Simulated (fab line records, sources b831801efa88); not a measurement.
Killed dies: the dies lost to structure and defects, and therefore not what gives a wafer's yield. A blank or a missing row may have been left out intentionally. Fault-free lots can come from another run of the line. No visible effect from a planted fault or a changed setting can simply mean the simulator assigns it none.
The tool behind it: which one? + flow gf180mcu + 13 lots, 39 wafers sampled, at 4 steps of a route of 602

== WHAT THE GAUGES READ, wafer by wafer ==
GF_PASSIVATION_THK_MEAS_01. Usual: PASSIVATION_CVD_00_THK 995 nm, standard deviation 13.
| lot  | measured     | on           | PASSIVATION_CVD_00_THK (nm) | flag |
|------|--------------|--------------|-----------------------------|------|
| L175 | day 28 01:32 | filmMetro-03 | 986 996 1014                |      |
| L177 | day 28 15:17 | filmMetro-04 | 998 1007 1003               |      |
| L178 | day 28 20:42 | filmMetro-04 | 981 1004 996                |      |
| L179 | day 29 07:09 | filmMetro-03 | 975 983 993                 |      |
| L182 | day 30 08:25 | filmMetro-03 | 999 1000 1017               |      |
| L183 | day 30 15:21 | filmMetro-03 | 994 1005 1001               |      |
| L184 | day 30 18:39 | filmMetro-01 | 1000 989 1010               |      |
| L185 | day 31 06:28 | filmMetro-03 | 998 995 1015                |      |
| L189 | day 32 09:06 | filmMetro-03 | 996 994 992                 |      |
| L191 | day 32 19:50 | filmMetro-03 | 982 1002 1010               |      |
| L194 | day 33 09:15 | filmMetro-04 | 973 996 993                 |      |
| L195 | day 33 14:55 | filmMetro-03 | 988 998 1022                |      |
| L196 | day 33 18:27 | filmMetro-03 | 982 990 1008                |      |

== WHICH TOOL RAN EACH LOT (tool, then ch and the chambers of the sampled wafers, then the start) ==
| lot  | GF_POLY_GATE_ETCH_13            | GF_V5_ETCH_17                                | GF_TOP_METAL_SPUTTER_01     |
|------|---------------------------------|----------------------------------------------|-----------------------------|
| L175 | rieSi-01 ch 0,1,2, day 9 03:52  | rieDiel-04 ch 0,2, day 27 04:37 or earlier   | pvdSputter-02, day 27 04:37 |
| L177 | rieSi-01 ch 0,1,2, day 9 14:00  | rieDiel-03 ch 1,2,3, day 27 18:44 or earlier | pvdSputter-04, day 27 18:44 |
| L178 | rieSi-01 ch 0,2,3, day 9 21:34  | rieDiel-01 ch 0,1,2, day 27 23:35 or earlier | pvdSputter-03, day 27 23:35 |
| L179 | rieSi-02 ch 0,1,2, day 10 06:12 | rieDiel-04 ch 2,3, day 28 09:56 or earlier   | pvdSputter-04, day 28 09:56 |
| L182 | rieSi-01 ch 1,2, day 11 09:07   | rieDiel-03 ch 0,3, day 29 13:29 or earlier   | pvdSputter-04, day 29 13:29 |
| L183 | rieSi-01 ch 0,1, day 11 14:55   | rieDiel-03 ch 0,1, day 29 19:29 or earlier   | pvdSputter-04, day 29 19:29 |
| L184 | rieSi-01 ch 0,3, day 11 18:58   | rieDiel-01 ch 0,2,3, day 29 23:19 or earlier | pvdSputter-03, day 29 23:19 |
| L185 | rieSi-02 ch 0,1,2, day 12 07:21 | rieDiel-04 ch 1,2,3, day 30 10:53 or earlier | pvdSputter-03, day 30 10:53 |
| L189 | rieSi-01 ch 1,2,3, day 13 14:16 | rieDiel-01 ch 0,3, day 31 15:14 or earlier   | pvdSputter-03, day 31 15:14 |
| L191 | rieSi-02 ch 1,2, day 14 03:25   | rieDiel-04 ch 0,2, day 32 02:24 or earlier   | pvdSputter-02, day 32 02:24 |
| L194 | rieSi-02 ch 1,2, day 14 20:01   | rieDiel-04 ch 1,2,3, day 32 16:04 or earlier | pvdSputter-03, day 32 16:04 |
| L195 | rieSi-02 ch 0,2,3, day 15 03:01 | rieDiel-03 ch 1,2,3, day 32 21:38 or earlier | pvdSputter-04, day 32 21:38 |
| L196 | rieSi-02 ch 0,2,3, day 15 08:03 | rieDiel-03 ch 2,3, day 33 01:53 or earlier   | pvdSputter-02, day 33 01:53 |
- GF_POLY_GATE_ETCH_13: etches poly-Si in HBr/Cl2, stops on SiO2, target depth 198.5 nm, time 69.6 s.
- GF_V5_ETCH_17: etches SiO2 in C4F8/O2/Ar, stops on TiN, target depth 855 nm.
- GF_TOP_METAL_SPUTTER_01: material TiN, target thk 30 nm, time 25.61 s.

== WHAT THE TOOLS THEMSELVES READ (means of the sampled wafers that have a number; where no wafer has one, the mark that the record gives instead) ==
GF_POLY_GATE_ETCH_13. Usual: HBr_flow_sccm 150.0 sccm, standard deviation 0.45; drypumpMotorCurrentA 5.9 A, standard deviation 0.47; oesProductAu 0.997 a.u., standard deviation 0.0082; throttleValvePct 33.683 %, standard deviation 0.0098.
| lot  | tool     | HBr_flow_sccm (sccm) | drypumpMotorCurrentA (A) | oesProductAu (a.u.) | throttleValvePct (%) | flag |
|------|----------|----------------------|--------------------------|---------------------|----------------------|------|
| L175 | rieSi-01 | 150.5                | 5.8                      | 1.001               | 33.690               |      |
| L177 | rieSi-01 | 150.4                | 5.8                      | 0.999               | 33.685               |      |
| L178 | rieSi-01 | 149.9                | 5.8                      | 0.996               | 33.683               |      |
| L179 | rieSi-02 | 149.9                | 5.7                      | 0.996               | 33.683               |      |
| L182 | rieSi-01 | 149.9                | 5.8                      | 1.005               | 33.682               |      |
| L183 | rieSi-01 | 150.2                | 5.9                      | 0.999               | 33.685               |      |
| L184 | rieSi-01 | 150.3                | 5.9                      | 0.989               | 33.692               |      |
| L185 | rieSi-02 | 149.9                | 5.8                      | 0.996               | 33.686               |      |
| L189 | rieSi-01 | 150.0                | 5.8                      | 1.006               | 33.680               |      |
| L191 | rieSi-02 | 149.9                | 6.3                      | 1.003               | 33.672               |      |
| L194 | rieSi-02 | 149.9                | 5.9                      | 0.990               | 33.685               |      |
| L195 | rieSi-02 | 149.7                | 5.7                      | 0.991               | 33.698               |      |
| L196 | rieSi-02 | 149.9                | 5.7                      | 0.987               | 33.674               |      |

GF_V5_ETCH_17. Usual: oesProductAu at 0.859 a.u., with a standard deviation of 0.0049.
| lot  | tool       | oesProductAu (a.u.) | flag |
|------|------------|---------------------|------|
| L175 | rieDiel-04 | 0.860               |      |
| L177 | rieDiel-03 | 0.862               |      |
| L178 | rieDiel-01 | 0.849               |      |
| L179 | rieDiel-04 | 0.862               |      |
| L182 | rieDiel-03 | 0.858               |      |
| L183 | rieDiel-03 | 0.855               |      |
| L184 | rieDiel-01 | 0.858               |      |
| L185 | rieDiel-04 | 0.860               |      |
| L189 | rieDiel-01 | 0.862               |      |
| L191 | rieDiel-04 | 0.857               |      |
| L194 | rieDiel-04 | 0.860               |      |
| L195 | rieDiel-03 | 0.856               |      |
| L196 | rieDiel-03 | 0.862               |      |

GF_TOP_METAL_SPUTTER_01. Usual: throttleValvePct at 29.9 %, with a standard deviation of 1.2.
| lot  | tool          | throttleValvePct (%) | flag |
|------|---------------|----------------------|------|
| L175 | pvdSputter-02 | 30.8                 |      |
| L177 | pvdSputter-04 | 30.2                 |      |
| L178 | pvdSputter-03 | 28.5                 |      |
| L179 | pvdSputter-04 | 30.0                 |      |
| L182 | pvdSputter-04 | 30.5                 |      |
| L183 | pvdSputter-04 | 30.1                 |      |
| L184 | pvdSputter-03 | 29.5                 |      |
| L185 | pvdSputter-03 | 29.4                 |      |
| L189 | pvdSputter-03 | 28.6                 |      |
| L191 | pvdSputter-02 | 29.3                 |      |
| L194 | pvdSputter-03 | 30.3                 |      |
| L195 | pvdSputter-04 | 29.8                 |      |
| L196 | pvdSputter-02 | 29.6                 |      |

== THE ANSWER, worked out from the rows above alone ==
Rule: a lot is off if the mean of its wafers that have a number lies more than 3 standard deviations from the usual mean. Also off: a lot with no number at a reading for which 4 or more lots have one. The other lots that the step has rows for count as sound. Order of review: gauges by route order, followed by the tools' own readings, for which a lot's mean as printed above is used. The first step at which some lot is off is used, and at that step the reading that is off furthest; a lot without a number counts as furthest.
Across all readings shown, no lot is off: no conclusion can be drawn from this.

== WHAT THE SIMULATOR PUT IN ==
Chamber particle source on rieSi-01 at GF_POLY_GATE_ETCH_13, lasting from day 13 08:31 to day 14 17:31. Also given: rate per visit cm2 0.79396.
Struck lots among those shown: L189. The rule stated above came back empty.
